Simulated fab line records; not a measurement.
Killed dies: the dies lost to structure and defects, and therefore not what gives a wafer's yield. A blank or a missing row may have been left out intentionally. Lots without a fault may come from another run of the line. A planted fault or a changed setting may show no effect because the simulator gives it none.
fab line records || flow sfq-line
record: {"lots": 6, "wafers": 17, "last-day": 88}
route steps=325 shown INCOMING@1 L0@3
lots that met no fault: from a run of the same line without faults
start-h: hours from the record's opening day to when the first of the lot's shown wafers began || wait-h: how many hours have passed since the lot's step before this one || " as in the row above || L1.1+2: a row that stands for several wafers || - either no value or no given start || * or withheld: withheld || < > ~ a bound
route shown NAME@n: a module of which the file shows steps, and the number in the route of the first || usual: the fault-free wafers' mean and standard deviation || same: alike in all rows || chamber/n: place in a boat || sites: per-site readings || _std_site: the standard deviation of these || _edge_site: inner sites' mean taken away from outer sites' mean || radius-mm: how far each site lies from the wafer's centre || mask NAME#n: copy n || behind: the most recent tool/chamber to have shaped the wafer || hold: reason for holding the lot/hours on hold/outcome of the hold || device: names the non-switching transistor (n, p or np) || end of line: at the end of the route, the tests of the same wafers || where a step has no rows: the recipe by itself || killed: not the wafer's yield, but the dies lost to structure and defects at the first sort || map: shows each die of a wafer: x if killed, . if not, _ if none is there
set.NAME: the setting the step ran with; set.NAME@STEP: the setting that earlier step ran with || model.NAME: the simulator's own value behind a step, which no gauge read
a table for each step, a row for each wafer; lots at some steps of the route
services: from which hour (start-h, from the record's first day; less than 0 if before it) a tool's chamber was out of use, for how many hours, and why
== steps ==
step: SFQ_INCOMING_BOW_MEAS_900
recipe: {"mode": "bow"}
usual: {"INCOMING_BOW": "1/5.8"}
{"lot.wafer": "L779.1", "tool": "film-metro-04", "chamber": "-", "start-h": 15.00, "wait-h": "-", "INCOMING_BOW[um]": 2}
{"lot.wafer": "L779.3", "tool": "film-metro-04", "chamber": "-", "start-h": 15.00, "wait-h": "-", "INCOMING_BOW[um]": 1}
{"lot.wafer": "L779.4", "tool": "film-metro-04", "chamber": "-", "start-h": 15.00, "wait-h": "-", "INCOMING_BOW[um]": -3}
{"lot.wafer": "L785.1", "tool": "film-metro-04", "chamber": "-", "start-h": 45.00, "wait-h": "-", "INCOMING_BOW[um]": 6}
{"lot.wafer": "L785.4", "tool": "film-metro-04", "chamber": "-", "start-h": 45.00, "wait-h": "-", "INCOMING_BOW[um]": -2}
{"lot.wafer": "L785.5", "tool": "film-metro-04", "chamber": "-", "start-h": 45.00, "wait-h": "-", "INCOMING_BOW[um]": 10}
{"lot.wafer": "L791.1", "tool": "film-metro-01", "chamber": "-", "start-h": 75.00, "wait-h": "-", "INCOMING_BOW[um]": -7}
{"lot.wafer": "L791.2", "tool": "film-metro-01", "chamber": "-", "start-h": 75.00, "wait-h": "-", "INCOMING_BOW[um]": 1}
{"lot.wafer": "L791.6", "tool": "film-metro-01", "chamber": "-", "start-h": 75.00, "wait-h": "-", "INCOMING_BOW[um]": -4}
{"lot.wafer": "L792.1", "tool": "film-metro-01", "chamber": "-", "start-h": 80.00, "wait-h": "-", "INCOMING_BOW[um]": 3}
{"lot.wafer": "L792.2", "tool": "film-metro-01", "chamber": "-", "start-h": 80.00, "wait-h": "-", "INCOMING_BOW[um]": 0}
{"lot.wafer": "L796.2", "tool": "film-metro-03", "chamber": "-", "start-h": 100.02, "wait-h": "-", "INCOMING_BOW[um]": 18}
{"lot.wafer": "L796.4", "tool": "film-metro-03", "chamber": "-", "start-h": 100.02, "wait-h": "-", "INCOMING_BOW[um]": 3}
{"lot.wafer": "L796.5", "tool": "film-metro-03", "chamber": "-", "start-h": 100.02, "wait-h": "-", "INCOMING_BOW[um]": 5}
{"lot.wafer": "L797.1", "tool": "film-metro-01", "chamber": "-", "start-h": 105.00, "wait-h": "-", "INCOMING_BOW[um]": 5}
{"lot.wafer": "L797.3", "tool": "film-metro-01", "chamber": "-", "start-h": 105.00, "wait-h": "-", "INCOMING_BOW[um]": 3}
{"lot.wafer": "L797.4", "tool": "film-metro-01", "chamber": "-", "start-h": 105.00, "wait-h": "-", "INCOMING_BOW[um]": -6}
step: SFQ_TRILAYER_INCOMING_OXIDATION_002
recipe: {"temp-c": 1000, "ambient": "H2O", "target-thk-a": 5000, "p-h2o-torr": 720, "ox-time-s": 4939}
step: SFQ_TRILAYER_L0_DEP_SPUTTER_003
recipe: {"material": "MoNx_KI", "base-pressure-pa": 1.33e-06, "target-thk-nm": 40, "power-w": 800, "time-s": 100, "chamber-pressure-pa": 0.4}
usual: {"throttle-valve-pct": "30.1/1.1"}
{"lot.wafer": "L779.1", "tool": "pvd-sputter-03", "chamber": "-", "start-h": 17.49, "wait-h": 0.0, "throttle-valve-pct": 31.8}
{"lot.wafer": "L779.3", "tool": "pvd-sputter-03", "chamber": "-", "start-h": 17.49, "wait-h": 0.0, "throttle-valve-pct": 28.7}
{"lot.wafer": "L779.4", "tool": "pvd-sputter-03", "chamber": "-", "start-h": 17.49, "wait-h": 0.0, "throttle-valve-pct": 31.5}
{"lot.wafer": "L785.1", "tool": "pvd-sputter-03", "chamber": "-", "start-h": 47.49, "wait-h": 0.0, "throttle-valve-pct": 31.8}
{"lot.wafer": "L785.4", "tool": "pvd-sputter-03", "chamber": "-", "start-h": 47.49, "wait-h": 0.0, "throttle-valve-pct": 29.5}
{"lot.wafer": "L785.5", "tool": "pvd-sputter-03", "chamber": "-", "start-h": 47.49, "wait-h": 0.0, "throttle-valve-pct": 29.9}
{"lot.wafer": "L791.1", "tool": "pvd-sputter-03", "chamber": "-", "start-h": 77.49, "wait-h": 0.0, "throttle-valve-pct": 30.7}
{"lot.wafer": "L791.2", "tool": "pvd-sputter-03", "chamber": "-", "start-h": 77.49, "wait-h": 0.0, "throttle-valve-pct": 28.8}
{"lot.wafer": "L791.6", "tool": "pvd-sputter-03", "chamber": "-", "start-h": 77.49, "wait-h": 0.0, "throttle-valve-pct": 31.8}
{"lot.wafer": "L792.1", "tool": "pvd-sputter-06", "chamber": "-", "start-h": 82.49, "wait-h": 0.0, "throttle-valve-pct": 30.6}
{"lot.wafer": "L792.2", "tool": "pvd-sputter-06", "chamber": "-", "start-h": 82.49, "wait-h": 0.0, "throttle-valve-pct": 28.6}
{"lot.wafer": "L796.2", "tool": "pvd-sputter-03", "chamber": "-", "start-h": 102.49, "wait-h": 0.0, "throttle-valve-pct": 29.8}
{"lot.wafer": "L796.4", "tool": "pvd-sputter-03", "chamber": "-", "start-h": 102.49, "wait-h": 0.0, "throttle-valve-pct": 29.0}
{"lot.wafer": "L796.5", "tool": "pvd-sputter-03", "chamber": "-", "start-h": 102.49, "wait-h": 0.0, "throttle-valve-pct": 29.6}
{"lot.wafer": "L797.1", "tool": "pvd-sputter-04", "chamber": "-", "start-h": 107.49, "wait-h": 0.0, "throttle-valve-pct": 31.0}
{"lot.wafer": "L797.3", "tool": "pvd-sputter-04", "chamber": "-", "start-h": 107.49, "wait-h": 0.0, "throttle-valve-pct": 29.3}
{"lot.wafer": "L797.4", "tool": "pvd-sputter-04", "chamber": "-", "start-h": 107.49, "wait-h": 0.0, "throttle-valve-pct": 31.0}
step: SFQ_L0_RS_MEAS_901
recipe: {"thk-meas-gauge": "four-point-probe", "reads": "MoNx_KI_of_TRILAYER_L0_DEP_SPUTTER_003"}
usual: {"L0_MONX_KI_RS": "43.5/0.4"}
{"lot.wafer": "L779.1", "tool": "film-metro-04", "chamber": "-", "start-h": 17.56, "wait-h": 0.0, "L0_MONX_KI_RS[ohm/sq]": 42.4}
{"lot.wafer": "L779.3", "tool": "film-metro-04", "chamber": "-", "start-h": 17.56, "wait-h": 0.0, "L0_MONX_KI_RS[ohm/sq]": 43.1}
{"lot.wafer": "L779.4", "tool": "film-metro-04", "chamber": "-", "start-h": 17.56, "wait-h": 0.0, "L0_MONX_KI_RS[ohm/sq]": 42.8}
{"lot.wafer": "L785.1", "tool": "film-metro-01", "chamber": "-", "start-h": 47.56, "wait-h": 0.0, "L0_MONX_KI_RS[ohm/sq]": 43.7}
{"lot.wafer": "L785.4", "tool": "film-metro-01", "chamber": "-", "start-h": 47.56, "wait-h": 0.0, "L0_MONX_KI_RS[ohm/sq]": 43.8}
{"lot.wafer": "L785.5", "tool": "film-metro-01", "chamber": "-", "start-h": 47.56, "wait-h": 0.0, "L0_MONX_KI_RS[ohm/sq]": 43.9}
{"lot.wafer": "L791.1", "tool": "film-metro-01", "chamber": "-", "start-h": 77.56, "wait-h": 0.0, "L0_MONX_KI_RS[ohm/sq]": 43.1}
{"lot.wafer": "L791.2", "tool": "film-metro-01", "chamber": "-", "start-h": 77.56, "wait-h": 0.0, "L0_MONX_KI_RS[ohm/sq]": 43.2}
{"lot.wafer": "L791.6", "tool": "film-metro-01", "chamber": "-", "start-h": 77.56, "wait-h": 0.0, "L0_MONX_KI_RS[ohm/sq]": 42.8}
{"lot.wafer": "L792.1", "tool": "film-metro-02", "chamber": "-", "start-h": 82.56, "wait-h": 0.0, "L0_MONX_KI_RS[ohm/sq]": 43.5}
{"lot.wafer": "L792.2", "tool": "film-metro-02", "chamber": "-", "start-h": 82.56, "wait-h": 0.0, "L0_MONX_KI_RS[ohm/sq]": 43.2}
{"lot.wafer": "L796.2", "tool": "film-metro-01", "chamber": "-", "start-h": 102.58, "wait-h": 0.1, "L0_MONX_KI_RS[ohm/sq]": 43.3}
{"lot.wafer": "L796.4", "tool": "film-metro-01", "chamber": "-", "start-h": 102.58, "wait-h": 0.1, "L0_MONX_KI_RS[ohm/sq]": 43.3}
{"lot.wafer": "L796.5", "tool": "film-metro-01", "chamber": "-", "start-h": 102.58, "wait-h": 0.1, "L0_MONX_KI_RS[ohm/sq]": 43.9}
{"lot.wafer": "L797.1", "tool": "film-metro-02", "chamber": "-", "start-h": 107.56, "wait-h": 0.0, "L0_MONX_KI_RS[ohm/sq]": 43.4}
{"lot.wafer": "L797.3", "tool": "film-metro-02", "chamber": "-", "start-h": 107.56, "wait-h": 0.0, "L0_MONX_KI_RS[ohm/sq]": 43.6}
{"lot.wafer": "L797.4", "tool": "film-metro-02", "chamber": "-", "start-h": 107.56, "wait-h": 0.0, "L0_MONX_KI_RS[ohm/sq]": 43.1}
step: SFQ_L0_THK_MEAS_902
recipe: {"thk-meas-gauge": "xrf", "reads": "MoNx_KI_of_TRILAYER_L0_DEP_SPUTTER_003"}
usual: {"L0_MONX_KI_THK": "40.0/0.41"}
{"lot.wafer": "L779.1", "tool": "film-metro-04", "chamber": "-", "start-h": 17.68, "wait-h": 0.1, "L0_MONX_KI_THK[nm]": 40.8}
{"lot.wafer": "L779.3", "tool": "film-metro-04", "chamber": "-", "start-h": 17.68, "wait-h": 0.1, "L0_MONX_KI_THK[nm]": 40.1}
{"lot.wafer": "L779.4", "tool": "film-metro-04", "chamber": "-", "start-h": 17.68, "wait-h": 0.1, "L0_MONX_KI_THK[nm]": 40.6}
{"lot.wafer": "L785.1", "tool": "film-metro-01", "chamber": "-", "start-h": 47.68, "wait-h": 0.1, "L0_MONX_KI_THK[nm]": 39.8}
{"lot.wafer": "L785.4", "tool": "film-metro-01", "chamber": "-", "start-h": 47.68, "wait-h": 0.1, "L0_MONX_KI_THK[nm]": 39.4}
{"lot.wafer": "L785.5", "tool": "film-metro-01", "chamber": "-", "start-h": 47.68, "wait-h": 0.1, "L0_MONX_KI_THK[nm]": 39.7}
{"lot.wafer": "L791.1", "tool": "film-metro-01", "chamber": "-", "start-h": 77.68, "wait-h": 0.1, "L0_MONX_KI_THK[nm]": 40.5}
{"lot.wafer": "L791.2", "tool": "film-metro-01", "chamber": "-", "start-h": 77.68, "wait-h": 0.1, "L0_MONX_KI_THK[nm]": 39.9}
{"lot.wafer": "L791.6", "tool": "film-metro-01", "chamber": "-", "start-h": 77.68, "wait-h": 0.1, "L0_MONX_KI_THK[nm]": 40.7}
{"lot.wafer": "L792.1", "tool": "film-metro-02", "chamber": "-", "start-h": 82.68, "wait-h": 0.1, "L0_MONX_KI_THK[nm]": 40.0}
{"lot.wafer": "L792.2", "tool": "film-metro-02", "chamber": "-", "start-h": 82.68, "wait-h": 0.1, "L0_MONX_KI_THK[nm]": 40.2}
{"lot.wafer": "L796.2", "tool": "film-metro-01", "chamber": "-", "start-h": 102.69, "wait-h": 0.1, "L0_MONX_KI_THK[nm]": 40.1}
{"lot.wafer": "L796.4", "tool": "film-metro-01", "chamber": "-", "start-h": 102.69, "wait-h": 0.1, "L0_MONX_KI_THK[nm]": 40.4}
{"lot.wafer": "L796.5", "tool": "film-metro-01", "chamber": "-", "start-h": 102.69, "wait-h": 0.1, "L0_MONX_KI_THK[nm]": 39.8}
{"lot.wafer": "L797.1", "tool": "film-metro-02", "chamber": "-", "start-h": 107.68, "wait-h": 0.1, "L0_MONX_KI_THK[nm]": 40.1}
{"lot.wafer": "L797.3", "tool": "film-metro-02", "chamber": "-", "start-h": 107.68, "wait-h": 0.1, "L0_MONX_KI_THK[nm]": 39.8}
{"lot.wafer": "L797.4", "tool": "film-metro-02", "chamber": "-", "start-h": 107.68, "wait-h": 0.1, "L0_MONX_KI_THK[nm]": 40.5}
step: SFQ_TRILAYER_L0_LITHO_COAT_010
recipe: {"resist": "BARC", "spin-rpm": 3000, "resist-thk-nm": 62}
{"lot.wafer": "L779.1", "tool": "litho-track-02", "chamber": 0, "start-h": 17.74, "wait-h": 0.1, "model.BARC_of_TRILAYER_L0_LITHO_COAT_010.thk-nm": 61.99}
{"lot.wafer": "L779.3", "tool": "litho-track-02", "chamber": 0, "start-h": 17.74, "wait-h": 0.1, "model.BARC_of_TRILAYER_L0_LITHO_COAT_010.thk-nm": 61.62}
{"lot.wafer": "L779.4", "tool": "litho-track-02", "chamber": 0, "start-h": 17.74, "wait-h": 0.1, "model.BARC_of_TRILAYER_L0_LITHO_COAT_010.thk-nm": 61.94}
{"lot.wafer": "L785.1", "tool": "litho-track-04", "chamber": 0, "start-h": 47.74, "wait-h": 0.1, "model.BARC_of_TRILAYER_L0_LITHO_COAT_010.thk-nm": 62.13}
{"lot.wafer": "L785.4", "tool": "litho-track-04", "chamber": 0, "start-h": 47.74, "wait-h": 0.1, "model.BARC_of_TRILAYER_L0_LITHO_COAT_010.thk-nm": 61.76}
{"lot.wafer": "L785.5", "tool": "litho-track-04", "chamber": 0, "start-h": 47.74, "wait-h": 0.1, "model.BARC_of_TRILAYER_L0_LITHO_COAT_010.thk-nm": 61.97}
{"lot.wafer": "L791.1", "tool": "litho-track-04", "chamber": 0, "start-h": 77.74, "wait-h": 0.1, "model.BARC_of_TRILAYER_L0_LITHO_COAT_010.thk-nm": 62.32}
{"lot.wafer": "L791.2", "tool": "litho-track-04", "chamber": 0, "start-h": 77.74, "wait-h": 0.1, "model.BARC_of_TRILAYER_L0_LITHO_COAT_010.thk-nm": 67.64}
{"lot.wafer": "L791.6", "tool": "litho-track-04", "chamber": 0, "start-h": 77.74, "wait-h": 0.1, "model.BARC_of_TRILAYER_L0_LITHO_COAT_010.thk-nm": 67.45}
{"lot.wafer": "L792.1", "tool": "litho-track-04", "chamber": 0, "start-h": 82.74, "wait-h": 0.1, "model.BARC_of_TRILAYER_L0_LITHO_COAT_010.thk-nm": 61.98}
{"lot.wafer": "L792.2", "tool": "litho-track-04", "chamber": 0, "start-h": 82.74, "wait-h": 0.1, "model.BARC_of_TRILAYER_L0_LITHO_COAT_010.thk-nm": 67.14}
{"lot.wafer": "L796.2", "tool": "litho-track-01", "chamber": 0, "start-h": 103.03, "wait-h": 0.3, "model.BARC_of_TRILAYER_L0_LITHO_COAT_010.thk-nm": 62.37}
{"lot.wafer": "L796.4", "tool": "litho-track-01", "chamber": 0, "start-h": 103.03, "wait-h": 0.3, "model.BARC_of_TRILAYER_L0_LITHO_COAT_010.thk-nm": 62.25}
{"lot.wafer": "L796.5", "tool": "litho-track-01", "chamber": 0, "start-h": 103.03, "wait-h": 0.3, "model.BARC_of_TRILAYER_L0_LITHO_COAT_010.thk-nm": 62.22}
{"lot.wafer": "L797.1", "tool": "litho-track-01", "chamber": 0, "start-h": 107.74, "wait-h": 0.1, "model.BARC_of_TRILAYER_L0_LITHO_COAT_010.thk-nm": 61.92}
{"lot.wafer": "L797.3", "tool": "litho-track-01", "chamber": 0, "start-h": 107.74, "wait-h": 0.1, "model.BARC_of_TRILAYER_L0_LITHO_COAT_010.thk-nm": 61.73}
{"lot.wafer": "L797.4", "tool": "litho-track-01", "chamber": 0, "start-h": 107.74, "wait-h": 0.1, "model.BARC_of_TRILAYER_L0_LITHO_COAT_010.thk-nm": 61.66}
step: SFQ_TRILAYER_L0_LITHO_COAT_005
recipe: {"resist": "KrF", "spin-rpm": 3000, "resist-thk-nm": 600}
step: SFQ_TRILAYER_L0_LITHO_SOFTBAKE_009
recipe: {"temp-c": "withheld", "time-s": "withheld", "resist": "KrF"}
step: SFQ_TRILAYER_L0_LITHO_EXPOSE_006
recipe: {"mask-id": "L0", "na": 0.6, "source-shape": "conventional", "sigma-outer": 0.65, "target-cd-nm": 2000, "dose-mj": 14.4}
step: SFQ_TRILAYER_L0_LITHO_PEB_008
recipe: {"peb-temp-c": 115, "peb-time-s": 60, "resist": "KrF"}
step: SFQ_TRILAYER_L0_LITHO_DEVELOP_007
recipe: {"time-s": 60, "resist": "KrF"}
step: SFQ_TRILAYER_L0_BARC_OPEN_METAL_ETCH_010
recipe: {"mask-material": "PR", "chemistry": "O2", "target-depth-nm": 125, "target": "BARC", "icp-w": 600, "bias-w": 80, "pressure-mtorr": 10, "time-s": 41.7}
usual: {"drypump-motor-current-A": "5.8/0.35", "oes-product-au": "0.685/0.0049"}
{"lot.wafer": "L779.1", "tool": "rie-metal-04", "chamber": 1, "start-h": 66.58, "wait-h": 0.1, "drypump-motor-current-A": 6.2, "oes-product-au": 0.676, "rf-hours-counter-h": 118, "model.etch.depth-nm": 61.99}
{"lot.wafer": "L779.3", "tool": "rie-metal-04", "chamber": 0, "start-h": 66.58, "wait-h": 0.1, "drypump-motor-current-A": 5.8, "oes-product-au": 0.682, "rf-hours-counter-h": "-", "model.etch.depth-nm": 61.62}
{"lot.wafer": "L779.4", "tool": "rie-metal-04", "chamber": 1, "start-h": 66.58, "wait-h": 0.1, "drypump-motor-current-A": 6.2, "oes-product-au": 0.681, "rf-hours-counter-h": "-", "model.etch.depth-nm": 61.94}
{"lot.wafer": "L785.1", "tool": "rie-metal-04", "chamber": 0, "start-h": 77.38, "wait-h": 0.1, "drypump-motor-current-A": 5.8, "oes-product-au": 0.679, "rf-hours-counter-h": 155, "model.etch.depth-nm": 62.13}
{"lot.wafer": "L785.4", "tool": "rie-metal-04", "chamber": 0, "start-h": 77.38, "wait-h": 0.1, "drypump-motor-current-A": 5.8, "oes-product-au": 0.694, "rf-hours-counter-h": "-", "model.etch.depth-nm": 61.76}
{"lot.wafer": "L785.5", "tool": "rie-metal-04", "chamber": 0, "start-h": 77.38, "wait-h": 0.1, "drypump-motor-current-A": 5.8, "oes-product-au": 0.693, "rf-hours-counter-h": "-", "model.etch.depth-nm": 61.97}
{"lot.wafer": "L791.1", "tool": "rie-metal-02", "chamber": 0, "start-h": 114.51, "wait-h": 0.1, "drypump-motor-current-A": 5.5, "oes-product-au": 0.687, "rf-hours-counter-h": 98, "model.etch.depth-nm": 62.32}
{"lot.wafer": "L791.2", "tool": "rie-metal-02", "chamber": 1, "start-h": 114.51, "wait-h": 0.1, "drypump-motor-current-A": 6.3, "oes-product-au": 0.707, "rf-hours-counter-h": 176, "model.etch.depth-nm": 67.64}
{"lot.wafer": "L791.6", "tool": "rie-metal-02", "chamber": 0, "start-h": 114.51, "wait-h": 0.1, "drypump-motor-current-A": 5.4, "oes-product-au": 0.721, "rf-hours-counter-h": "-", "model.etch.depth-nm": 67.45}
{"lot.wafer": "L792.1", "tool": "rie-metal-02", "chamber": 0, "start-h": 118.11, "wait-h": 0.1, "drypump-motor-current-A": 5.4, "oes-product-au": 0.675, "rf-hours-counter-h": 99, "model.etch.depth-nm": 61.98}
{"lot.wafer": "L792.2", "tool": "rie-metal-02", "chamber": 1, "start-h": 118.11, "wait-h": 0.1, "drypump-motor-current-A": 6.3, "oes-product-au": 0.716, "rf-hours-counter-h": 177, "model.etch.depth-nm": 67.14}
{"lot.wafer": "L796.2", "tool": "rie-metal-04", "chamber": 0, "start-h": 137.31, "wait-h": 0.1, "drypump-motor-current-A": 5.7, "oes-product-au": 0.695, "rf-hours-counter-h": 166, "model.etch.depth-nm": 62.37}
{"lot.wafer": "L796.4", "tool": "rie-metal-04", "chamber": 1, "start-h": 137.31, "wait-h": 0.1, "drypump-motor-current-A": 6.2, "oes-product-au": 0.688, "rf-hours-counter-h": "-", "model.etch.depth-nm": 62.25}
{"lot.wafer": "L796.5", "tool": "rie-metal-04", "chamber": 0, "start-h": 137.31, "wait-h": 0.1, "drypump-motor-current-A": 5.8, "oes-product-au": 0.686, "rf-hours-counter-h": "-", "model.etch.depth-nm": 62.22}
{"lot.wafer": "L797.1", "tool": "rie-metal-04", "chamber": 1, "start-h": 142.11, "wait-h": 0.1, "drypump-motor-current-A": 6.2, "oes-product-au": 0.679, "rf-hours-counter-h": 133, "model.etch.depth-nm": 61.92}
{"lot.wafer": "L797.3", "tool": "rie-metal-04", "chamber": 0, "start-h": 142.11, "wait-h": 0.1, "drypump-motor-current-A": 5.8, "oes-product-au": 0.678, "rf-hours-counter-h": "-", "model.etch.depth-nm": 61.73}
{"lot.wafer": "L797.4", "tool": "rie-metal-04", "chamber": 1, "start-h": 142.11, "wait-h": 0.1, "drypump-motor-current-A": 6.1, "oes-product-au": 0.685, "rf-hours-counter-h": "-", "model.etch.depth-nm": 61.66}
step: SFQ_TRILAYER_L0_ETCH_METAL_ETCH_008
recipe: {"target": "MoNx_KI", "stop-on": "SiO2", "mask-material": "PR", "chemistry": "SF6/O2", "target-depth-nm": 50, "icp-w": 600, "bias-w": 80, "pressure-mtorr": 10, "time-s": 25}
usual: {"drypump-motor-current-A": "5.8/0.35", "oes-product-au": "0.873/0.0061"}
{"lot.wafer": "L779.1", "tool": "rie-metal-04", "chamber": 1, "start-h": 66.64, "wait-h": 0.0, "drypump-motor-current-A": 6.1, "oes-product-au": 0.886, "rf-hours-counter-h": 118}
{"lot.wafer": "L779.3", "tool": "rie-metal-04", "chamber": 0, "start-h": 66.64, "wait-h": 0.0, "drypump-motor-current-A": 5.8, "oes-product-au": 0.879, "rf-hours-counter-h": "-"}
{"lot.wafer": "L779.4", "tool": "rie-metal-04", "chamber": 1, "start-h": 66.64, "wait-h": 0.0, "drypump-motor-current-A": 6.1, "oes-product-au": 0.885, "rf-hours-counter-h": "-"}
{"lot.wafer": "L785.1", "tool": "rie-metal-04", "chamber": 0, "start-h": 77.46, "wait-h": 0.1, "drypump-motor-current-A": 5.8, "oes-product-au": 0.874, "rf-hours-counter-h": 156}
{"lot.wafer": "L785.4", "tool": "rie-metal-04", "chamber": 0, "start-h": 77.46, "wait-h": 0.1, "drypump-motor-current-A": 5.8, "oes-product-au": 0.863, "rf-hours-counter-h": "-"}
{"lot.wafer": "L785.5", "tool": "rie-metal-04", "chamber": 0, "start-h": 77.46, "wait-h": 0.1, "drypump-motor-current-A": 5.8, "oes-product-au": 0.865, "rf-hours-counter-h": "-"}
{"lot.wafer": "L791.1", "tool": "rie-metal-02", "chamber": 0, "start-h": 114.57, "wait-h": 0.0, "drypump-motor-current-A": 5.5, "oes-product-au": 0.871, "rf-hours-counter-h": 98}
{"lot.wafer": "L791.2", "tool": "rie-metal-02", "chamber": 1, "start-h": 114.57, "wait-h": 0.0, "drypump-motor-current-A": 6.3, "oes-product-au": 0.872, "rf-hours-counter-h": 176}
{"lot.wafer": "L791.6", "tool": "rie-metal-02", "chamber": 0, "start-h": 114.57, "wait-h": 0.0, "drypump-motor-current-A": 5.5, "oes-product-au": 0.881, "rf-hours-counter-h": "-"}
{"lot.wafer": "L792.1", "tool": "rie-metal-02", "chamber": 0, "start-h": 118.17, "wait-h": 0.0, "drypump-motor-current-A": 5.5, "oes-product-au": 0.866, "rf-hours-counter-h": 99}
{"lot.wafer": "L792.2", "tool": "rie-metal-02", "chamber": 1, "start-h": 118.17, "wait-h": 0.0, "drypump-motor-current-A": 6.3, "oes-product-au": 0.884, "rf-hours-counter-h": 177}
{"lot.wafer": "L796.2", "tool": "rie-metal-04", "chamber": 0, "start-h": 137.37, "wait-h": 0.0, "drypump-motor-current-A": 5.8, "oes-product-au": 0.870, "rf-hours-counter-h": 166}
{"lot.wafer": "L796.4", "tool": "rie-metal-04", "chamber": 1, "start-h": 137.37, "wait-h": 0.0, "drypump-motor-current-A": 6.2, "oes-product-au": 0.880, "rf-hours-counter-h": "-"}
{"lot.wafer": "L796.5", "tool": "rie-metal-04", "chamber": 0, "start-h": 137.37, "wait-h": 0.0, "drypump-motor-current-A": 5.8, "oes-product-au": 0.866, "rf-hours-counter-h": "-"}
{"lot.wafer": "L797.1", "tool": "rie-metal-04", "chamber": 1, "start-h": 142.17, "wait-h": 0.0, "drypump-motor-current-A": 6.2, "oes-product-au": 0.870, "rf-hours-counter-h": 133}
{"lot.wafer": "L797.3", "tool": "rie-metal-04", "chamber": 0, "start-h": 142.17, "wait-h": 0.0, "drypump-motor-current-A": 5.8, "oes-product-au": 0.869, "rf-hours-counter-h": "-"}
{"lot.wafer": "L797.4", "tool": "rie-metal-04", "chamber": 1, "start-h": 142.17, "wait-h": 0.0, "drypump-motor-current-A": 6.1, "oes-product-au": 0.875, "rf-hours-counter-h": "-"}
== services ==
{"tool": "pvd-sputter-03", "chamber": 2, "start-h": 16.61, "hours": "-", "kind": "consumable-replace:kit"}
{"tool": "pvd-sputter-03", "chamber": 2, "start-h": 16.61, "hours": 18.0, "kind": "scheduled-down"}
{"tool": "pvd-sputter-03", "chamber": 2, "start-h": 16.61, "hours": 18.0, "kind": "vent-cycle"}
{"tool": "rie-metal-02", "chamber": "-", "start-h": 74.25, "hours": 1.4, "kind": "pm"}
{"tool": "rie-metal-04", "chamber": "-", "start-h": 82.32, "hours": 2.8, "kind": "pm"}
{"tool": "pvd-sputter-06", "chamber": 3, "start-h": 100.30, "hours": "-", "kind": "consumable-replace:kit"}
{"tool": "pvd-sputter-06", "chamber": 3, "start-h": 100.30, "hours": 18.0, "kind": "scheduled-down"}
{"tool": "pvd-sputter-06", "chamber": 3, "start-h": 100.30, "hours": 18.0, "kind": "vent-cycle"}
{"tool": "rie-metal-04", "chamber": 0, "start-h": 128.13, "hours": 6.3, "kind": "repair"}
{"tool": "pvd-sputter-06", "chamber": "-", "start-h": 131.35, "hours": 2.4, "kind": "repair"}
{"tool": "rie-metal-04", "chamber": "-", "start-h": 139.01, "hours": 0.4, "kind": "repair"}
== key ==
first-sign: {"step": "SFQ_TRILAYER_L0_BARC_OPEN_METAL_ETCH_010", "reading": "oes-product-au", "direction": "up", "sigmas": 6, "usual": 0.685, "struck": 0.715}
effect none on later readings
model-effect: {"step": "SFQ_TRILAYER_L0_LITHO_COAT_010", "value": "BARC_of_TRILAYER_L0_LITHO_COAT_010.thk-nm", "without": 62.27, "struck": 67.41}
model-effect: {"step": "SFQ_TRILAYER_L0_BARC_OPEN_METAL_ETCH_010", "value": "etch.depth-nm", "without": 62.27, "struck": 67.41}
met-at SFQ_TRILAYER_L0_LITHO_COAT_010
struck-wafers L791.2,L791.6,L792.2
onset-between 47.74 77.74
fault: {"kind": "process-parameter-drift", "tool": "litho-track-04", "chamber": "-", "onset-h": 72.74, "steps": "SFQ_TRILAYER_L0_LITHO_COAT_010", "channel": "resist-thk-nm", "offset": 5.1214, "shape": "step", "end-h": 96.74, "scope": "struck-wafers-only", "acts-in": "these-recipes-only", "stated": 62}
